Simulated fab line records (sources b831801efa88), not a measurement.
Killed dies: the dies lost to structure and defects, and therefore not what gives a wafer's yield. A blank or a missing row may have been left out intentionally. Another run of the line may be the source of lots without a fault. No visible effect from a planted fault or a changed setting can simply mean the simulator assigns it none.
fab line records	flow sky130
[record] lots = 5	wafers = 15	last-day = 50
route steps=708 shown FIELD_ISO@4 PAD_OPEN@708
lots that met no fault: taken from a fault-free run of the same line
start-h: hours from the record's first day to the start of the lot's first wafer shown	wait-h: hours from the lot's prior step to this one	" identical to the entry in the row above	L1.1+2: several wafers, shown together as one row	- either no value or no given start	* or withheld: withheld	< > ~ a bound
route shown NAME@n: NAME is a module with steps in the file, n the number in the route of the first one	usual: the fault-free wafers' mean and standard deviation	same: alike in all rows	chamber/n: place in a boat	sites: readings site by site	_std_site: how widely they spread, as a standard deviation	_edge_site: outer sites' mean less inner sites'	radius-mm: how far each site lies from the wafer's centre	mask NAME#n: copy n	behind: the most recent tool/chamber to have shaped the wafer	hold: the reason the lot was held/the length of the hold in hours/how it ended	device: whichever transistor did not switch (one of n, p or np)	end of line: at the end of the route, the tests of the same wafers	for a step that has no rows: nothing shown but its recipe	killed: count of dies lost to structure and defects at first sort (not the wafer's yield)	map: shows each die of a wafer: x if killed, . if not, _ if none is there
set.NAME: the run value of the setting; set.NAME@STEP: its run value at that earlier step	model.NAME: the simulator's own value behind a step, which no gauge read
lots at selected steps of the route; one table per step, one row per wafer
services: the hour from which a tool's chamber was out of use, counted from the record's first day as start-h (under 0 if before that day), plus the number of hours and why
[[steps]]
[step SKY_FIELD_ISO_CVD_03]
[recipe] material = Si3N4	precursor = DCS/NH3	target-thk-nm = 165	temp-c = 770	time-s = 2830	pressure-mtorr = 250
[step SKY_FIELD_ISO_THK_MEAS_04]
[recipe] reads = Si3N4_of_FIELD_ISO_CVD_03
[usual] FIELD_ISO_CVD_03_THK = 165.8/1.5
lot.wafer	tool	chamber	start-h	wait-h	FIELD_ISO_CVD_03_THK[nm]
L255.1	film-metro-02	-	29.28	0.0	166.1
L255.4	"	-	"	"	166.1
L255.6	"	-	"	"	164.2
L260.1	film-metro-02	-	54.70	0.0	167.0
L260.2	"	-	"	"	168.5
L260.3	"	-	"	"	167.1
L269.2	film-metro-02	-	101.29	0.0	168.2
L269.3	"	-	"	"	166.9
L269.6	"	-	"	"	166.5
L273.2	film-metro-04	-	120.11	0.0	168.4
L273.3	"	-	"	"	167.6
L273.5	"	-	"	"	166.5
L274.2	film-metro-04	-	124.39	0.0	164.1
L274.3	"	-	"	"	164.9
L274.4	"	-	"	"	164.3
[step SKY_FIELD_ISO_DEHYDRATE_05]
[recipe] temp-c = 200	time-s = 60
[step SKY_FIELD_ISO_HMDS_06]
[recipe] prime-time-s = 60	prime-temp-c = 120
[step SKY_FIELD_ISO_COAT_07]
[recipe] resist = BARC	temp-c = withheld	time-s = withheld	spin-rpm = 3000	resist-thk-nm = 60
[step SKY_FIELD_ISO_COAT_08]
[recipe] resist = KrF-thick	spin-rpm = 3000	resist-thk-nm = 450
[step SKY_FIELD_ISO_SOFTBAKE_09]
[recipe] temp-c = 100	time-s = 90	resist = KrF-thick
[step SKY_FIELD_ISO_EXPOSE_10]
[recipe] mask-id = FOM	na = 0.68	source-shape = annular	sigma-inner = 0.4	sigma-outer = 0.8	target-cd-nm = 150	dose-mj = 28
[step SKY_FIELD_ISO_PEB_11]
[recipe] peb-temp-c = withheld	peb-time-s = withheld	resist = KrF-thick
[step SKY_FIELD_ISO_DEVELOP_12]
[recipe] develop-time-s = 60	resist = KrF-thick	dev-temp-c = 21
[step SKY_FIELD_ISO_CD_MEAS_13]
[recipe] target-cd-nm = 150
[usual] cd-nm = 150.1/1.7
lot.wafer	tool	chamber	start-h	wait-h	cd-nm
L255.1	cd-sem-01	-	44.03	-	148.6
L255.4	"	-	"	"	148.6
L255.6	"	-	"	"	148.7
L260.1	cd-sem-02	-	70.39	-	148.9
L260.2	"	-	"	"	148.3
L260.3	"	-	"	"	147.9
L269.2	cd-sem-02	-	119.21	-	149.8
L269.3	"	-	"	"	151.1
L269.6	"	-	"	"	149.1
L273.2	cd-sem-02	-	139.35	-	149.5
L273.3	"	-	"	"	149.1
L273.5	"	-	"	"	149.7
L274.2	cd-sem-02	-	143.76	-	150.8
L274.3	"	-	"	"	150.4
L274.4	"	-	"	"	149.0
[step SKY_FIELD_ISO_ETCH_14]
[recipe] chemistry = N2/H2	target = BARC	ion-energy-ev = 200	source-w = 500	bias-w = 100	pressure-mtorr = 30	n2-flow-sccm = 100	h2-flow-sccm = 200	stop-on = SiO2	time-s = 45.9	target-depth-a = 600
[usual] drypump-motor-current-A = 5.9/0.47	oes-product-au = 0.853/0.0046	throttle-valve-pct = 13.225/0.0092
lot.wafer	tool	chamber	start-h	wait-h	drypump-motor-current-A	oes-product-au	rf-hours-counter-h	throttle-valve-pct
L255.1	rie-diel-01	0	44.15	0.1	6.2	0.843	3	13.232
L255.4	"	2	"	"	5.9	0.859	169	13.228
L255.6	"	2	"	"	5.9	0.854	-	13.225
L260.1	rie-diel-03	3	70.51	0.1	6.4	0.861	28	13.233
L260.2	"	0	"	"	5.7	0.847	79	13.219
L260.3	"	1	"	"	6.6	0.857	52	13.221
L269.2	rie-diel-01	2	119.31	0.1	5.9	0.855	0	13.240
L269.3	"	0	"	"	6.2	0.859	5	13.239
L269.6	"	0	"	"	6.2	0.852	-	13.238
L273.2	rie-diel-03	0	139.45	0.1	5.8	0.855	81	13.213
L273.3	"	1	"	"	6.6	0.852	53	13.244
L273.5	"	0	"	"	5.7	0.858	-	13.218
L274.2	rie-diel-04	2	143.86	0.1	5.9	0.857	20	13.228
L274.3	"	0	"	"	6.1	0.858	1	13.222
L274.4	"	1	"	"	5.1	0.851	4	13.241
[step SKY_FIELD_ISO_ETCH_15]
[recipe] chemistry = CHF3/O2	target-depth-nm = 180	stop-on = Si	source-w = 600	bias-w = 200	pressure-mtorr = 40	chf3-flow-sccm = 50	O2_flow_sccm = 5	time-s = 72
[usual] drypump-motor-current-A = 5.9/0.47	oes-product-au = 0.948/0.0068	throttle-valve-pct = 8.845/0.0092
lot.wafer	tool	chamber	start-h	wait-h	drypump-motor-current-A	oes-product-au	rf-hours-counter-h	throttle-valve-pct	model.KrF-thick_of_FIELD_ISO_COAT_08.thk-nm	model.etch.depth-nm
L255.1	rie-diel-01	0	44.19	0.0	6.1	0.944	3	8.843	232.9	166
L255.4	"	2	"	"	5.9	0.943	169	8.838	241	166.1
L255.6	"	2	"	"	5.8	0.948	-	8.837	239.2	164.2
L260.1	rie-diel-03	3	70.55	0.0	6.4	0.960	28	8.854	241.3	167
L260.2	"	0	"	"	5.7	0.966	80	8.841	237.4	168.5
L260.3	"	1	"	"	6.7	0.958	52	8.868	235.1	167.2
L269.2	rie-diel-01	2	119.35	0.0	5.9	0.955	0	8.843	235.2	168.2
L269.3	"	0	"	"	6.2	0.932	5	8.844	252.1	162.3
L269.6	"	0	"	"	6.2	0.934	-	8.840	253.2	160.4
L273.2	rie-diel-03	0	139.49	0.0	5.7	0.956	81	8.843	245	168.3
L273.3	"	1	"	"	6.6	0.962	53	8.834	238.2	167.7
L273.5	"	0	"	"	5.7	0.952	-	8.841	242.4	166.3
L274.2	rie-diel-04	2	143.90	0.0	5.9	0.944	20	8.848	233.6	164.2
L274.3	"	0	"	"	6.0	0.955	1	8.838	234.8	165
L274.4	"	1	"	"	5.0	0.945	4	8.851	236	164.4
[step SKY_FIELD_ISO_STRIP_16]
[recipe] chemistry = O2/N2	power-w = 1400	pressure-mtorr = 1500	platen-temp-c = withheld	o2-flow-sccm = 3000	n2-flow-sccm = 300	overash-fraction = 0.5
[usual] drypump-motor-current-A = 6.01/0.29	oes-product-au = 0.378/0.0049	strip-time-to-endpoint-s = 3.55/0.048
lot.wafer	tool	chamber	start-h	wait-h	drypump-motor-current-A	oes-product-au	rf-hours-counter-h	strip-time-to-endpoint-s
L255.1	plasma-asher-01	0	44.25	0.0	5.83	0.378	35	3.51
L255.4	"	0	"	"	5.85	0.385	-	3.59
L255.6	"	1	"	"	5.49	0.386	-	3.60
L260.1	plasma-asher-02	0	70.61	0.0	6.08	0.378	26	3.62
L260.2	"	1	"	"	6.34	0.385	26	3.55
L260.3	"	0	"	"	6.07	0.380	-	3.54
L269.2	plasma-asher-01	1	119.41	0.0	5.41	0.375	43	3.54
L269.3	"	0	"	"	5.79	0.392	-	3.71
L269.6	"	1	"	"	5.41	0.385	-	3.72
L273.2	plasma-asher-01	1	139.55	0.0	5.46	0.382	45	3.63
L273.3	"	1	"	"	5.49	0.383	-	3.56
L273.5	"	0	"	"	5.78	0.387	-	3.61
L274.2	plasma-asher-01	0	143.96	0.0	5.81	0.373	45	3.51
L274.3	"	0	"	"	5.83	0.374	-	3.54
L274.4	"	1	"	"	5.47	0.376	-	3.54
[step SKY_FIELD_ISO_ETCH_17]
[recipe] target-depth-a = 3420	mask-material = Si3N4	chemistry = HBr/Cl2/O2	target = Si	taper-deg = 5	icp-w = 600	bias-w = 150	pressure-mtorr = 15	HBr_flow_sccm = 150	Cl2_flow_sccm = 40	O2_flow_sccm = 6	time-s = 97.7
[usual] HBr_flow_sccm = 150.0/0.46	drypump-motor-current-A = 5.8/0.5	oes-product-au = 1.003/0.015	throttle-valve-pct = 25.653/0.014
lot.wafer	tool	chamber	start-h	wait-h	HBr_flow_sccm	drypump-motor-current-A	oes-product-au	rf-hours-counter-h	throttle-valve-pct
L255.1	rie-si-02	0	44.35	0.1	151.0	5.4	1.000	4	25.654
L255.4	"	2	"	"	150.7	6.0	0.981	2	25.664
L255.6	"	0	"	"	149.8	5.4	1.005	-	25.651
L260.1	rie-si-01	3	70.71	0.1	149.9	5.6	1.014	19	25.640
L260.2	"	2	"	"	149.6	6.7	1.016	19	25.654
L260.3	"	0	"	"	149.7	5.7	1.026	57	25.633
L269.2	rie-si-02	3	119.51	0.1	150.7	6.1	0.979	12	25.660
L269.3	"	2	"	"	150.0	6.0	0.976	2	25.673
L269.6	"	0	"	"	150.2	5.4	1.000	-	25.645
L273.2	rie-si-02	0	139.65	0.1	149.8	5.4	1.003	4	25.651
L273.3	"	2	"	"	150.1	6.0	0.960	2	25.695
L273.5	"	2	"	"	149.9	6.0	0.967	-	25.666
L274.2	rie-si-01	3	144.06	0.1	150.4	5.6	1.010	20	25.630
L274.3	"	1	"	"	151.0	5.9	1.007	127	25.645
L274.4	"	2	"	"	149.5	6.6	1.015	19	25.638
[step SKY_PAD_OPEN_PROBE_99]
[usual] killed_at_M0_to_M3 = 43/6.8	killed_at_M4_up = 3.3/2.1	killed-at-contacts = 24/5	killed-at-front-end = 15/4.4	killed-at-other = 0.3/0.57	killed-dies = 86/9.7	killed-open = 47/7.3	killed-short = 39/6.1
[same] gross-dies = 492	killed-at-back-side = 0
lot.wafer	tool	chamber	start-h	wait-h	killed_at_M0_to_M3	killed_at_M4_up	killed-at-contacts	killed-at-front-end	killed-at-other	killed-dies	killed-open	killed-short
L255.1	prober-01	-	1103.21	0.1	39	10	28	24	2	103	52	47
L255.4	prober-01	-	1103.36	0.2	53	7	22	12	1	95	49	45
L260.1	prober-02	-	1130.01	0.1	38	5	16	9	2	70	37	33
L260.2	prober-02	-	1130.06	0.1	41	3	30	9	0	83	46	37
L260.3	prober-02	-	1130.11	0.2	52	7	24	12	0	95	57	38
L269.2	prober-01	-	1175.68	0.1	31	4	24	14	0	73	46	27
L269.3	prober-01	-	1175.73	0.2	41	4	19	25	0	89	47	41
L269.6	prober-01	-	1175.88	0.2	48	3	22	16	0	89	48	41
L273.2	prober-01	-	1195.20	0.1	53	4	26	20	0	103	59	44
L273.3	prober-01	-	1195.25	0.2	49	4	16	17	0	86	41	44
L273.5	prober-01	-	1195.35	0.2	51	3	19	25	0	98	54	42
L274.2	prober-02	-	1204.08	0.1	47	3	26	17	0	93	46	47
L274.3	prober-02	-	1204.13	0.2	43	0	27	10	0	80	36	44
L274.4	prober-02	-	1204.18	0.2	40	1	31	19	0	91	50	41
// killed by level:class
L255.1 LI_CONTACT:geometric-particle:open=9 CONTACT:geometric-particle:open=8 METAL4:geometric-particle:short=8 POLY_GATE:geometric-particle:open=6 METAL2:geometric-particle:short=6 VIA3:geometric-particle:open=6 CONTACT:geometric-particle:short=6 METAL1:geometric-particle:short=5
L255.4 VIA1:geometric-particle:open=10 VIA3:geometric-particle:open=9 VIA2:geometric-particle:open=8 CONTACT:geometric-particle:open=8 LI_CONTACT:geometric-particle:open=7 VIA2:geometric-particle:short=7 METAL4:geometric-particle:short=6 VIA1:geometric-particle:short=5
L260.1 VIA1:geometric-particle:open=10 VIA2:geometric-particle:open=9 METAL1:geometric-particle:short=7 LI_CONTACT:geometric-particle:open=5 POLY_GATE:geometric-particle:short=4 CONTACT:geometric-particle:open=4 METAL2:geometric-particle:short=3 LI_CONTACT:geometric-particle:short=3
L260.2 CONTACT:geometric-particle:open=9 VIA2:geometric-particle:open=9 LI_CONTACT:geometric-particle:open=8 VIA3:geometric-particle:open=6 VIA1:geometric-particle:short=6 METAL2:geometric-particle:short=6 CONTACT:geometric-particle:short=5 LI_CONTACT:geometric-particle:short=4
L260.3 VIA1:geometric-particle:open=14 LI_CONTACT:geometric-particle:open=12 VIA2:geometric-particle:open=10 METAL1:geometric-particle:short=9 METAL4:geometric-particle:short=7 CONTACT:geometric-particle:open=6 FIELD_ISO:geometric-particle:open=4 POLY_GATE:geometric-particle:open=4
L269.2 VIA1:geometric-particle:open=9 LI_CONTACT:geometric-particle:open=9 CONTACT:geometric-particle:open=8 METAL1:geometric-particle:short=5 VIA2:geometric-particle:open=5 POLY_GATE:geometric-particle:open=4 POLY_GATE:geometric-particle:short=4 LOCAL_INTERCONNECT:geometric-particle:short=4
L269.3 VIA1:geometric-particle:open=10 POLY_GATE:geometric-particle:open=6 LOCAL_INTERCONNECT:geometric-particle:short=6 VIA2:geometric-particle:open=6 VIA3:geometric-particle:open=6 METAL2:geometric-particle:short=5 POLY_GATE:geometric-particle:short=4 CONTACT:geometric-particle:short=4
L269.6 VIA1:geometric-particle:open=12 LI_CONTACT:geometric-particle:open=9 VIA2:geometric-particle:open=9 METAL2:geometric-particle:short=7 METAL1:geometric-particle:short=5 VIA3:geometric-particle:open=5 LOCAL_INTERCONNECT:geometric-particle:short=4 CONTACT:geometric-particle:open=4
L273.2 VIA1:geometric-particle:open=12 VIA2:geometric-particle:open=12 LI_CONTACT:geometric-particle:open=9 CONTACT:geometric-particle:open=9 VIA1:geometric-particle:short=8 VIA3:geometric-particle:open=6 FIELD_ISO:geometric-particle:open=5 FIELD_ISO:geometric-particle:short=5
L273.3 CONTACT:geometric-particle:open=10 VIA1:geometric-particle:open=8 VIA3:geometric-particle:open=8 POLY_GATE:geometric-particle:short=6 METAL1:geometric-particle:short=6 VIA1:geometric-particle:short=6 VIA2:geometric-particle:open=5 METAL2:geometric-particle:short=4
L273.5 VIA1:geometric-particle:short=11 VIA1:geometric-particle:open=11 CONTACT:geometric-particle:open=10 POLY_GATE:geometric-particle:open=8 VIA3:geometric-particle:open=6 FIELD_ISO:geometric-particle:open=5 POLY_GATE:geometric-particle:short=5 VIA3:geometric-particle:short=4
L274.2 CONTACT:geometric-particle:open=8 LI_CONTACT:geometric-particle:open=7 CONTACT:geometric-particle:short=7 VIA1:geometric-particle:open=7 VIA2:geometric-particle:open=7 VIA3:geometric-particle:open=7 POLY_GATE:geometric-particle:short=5 VIA3:geometric-particle:short=5
L274.3 VIA1:geometric-particle:short=9 CONTACT:geometric-particle:short=7 CONTACT:geometric-particle:open=7 LOCAL_INTERCONNECT:geometric-particle:short=6 VIA1:geometric-particle:open=6 VIA2:geometric-particle:open=6 FIELD_ISO:geometric-particle:open=5 LI_CONTACT:geometric-particle:open=5
L274.4 LI_CONTACT:geometric-particle:open=14 VIA2:geometric-particle:short=9 VIA1:geometric-particle:open=8 FIELD_ISO:geometric-particle:open=7 CONTACT:geometric-particle:open=6 CONTACT:geometric-particle:short=5 VIA3:geometric-particle:open=5 METAL2:geometric-particle:short=4
[[services]]
tool	chamber	start-h	hours	kind
rie-diel-04	3	27.25	12.4	repair
rie-diel-03	2	36.42	2.9	repair
rie-diel-03	0	38.06	2.7	repair
rie-diel-04	0	39.61	-	clean
rie-diel-04	0	39.61	18.7	scheduled-down
rie-diel-04	0	39.61	18.7	vent-cycle
rie-diel-03	-	67.03	1.4	repair
rie-diel-01	2	79.96	-	clean
rie-diel-01	2	79.96	21.5	scheduled-down
rie-diel-01	2	79.96	21.5	vent-cycle
rie-si-01	0	80.70	5.7	repair
rie-diel-01	-	99.12	0.4	repair
rie-si-01	-	99.43	2.8	pm
rie-diel-01	1	103.71	26.3	repair
rie-si-02	-	110.97	2.8	pm
[[key]]
[first-sign] step = SKY_FIELD_ISO_STRIP_16	reading = strip-time-to-endpoint-s	direction = up	sigmas = 3.5	usual = *	struck = *
effect none on later readings
[model-effect] step = SKY_FIELD_ISO_ETCH_15	value = KrF-thick_of_FIELD_ISO_COAT_08.thk-nm	without = 231.6	struck = 252.7
met-at SKY_FIELD_ISO_ETCH_15
struck-wafers L269.3,L269.6
tester-left-out L269
onset-between 44.19 119.35
[fault] kind = process-parameter-drift	tool = rie-diel-01	chamber = 0	onset-h = 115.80	steps = SKY_FIELD_ISO_ETCH_15	channel = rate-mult	offset = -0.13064	shape = step	end-h = 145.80
// tester-left-out: of these lots the tester's yield and bins aren't shown, on N5 and GAA mostly nor the transistor test; their killed dies are dies lost to structure and defects alone, not to doping, threshold or leakage, so they don't give the yield
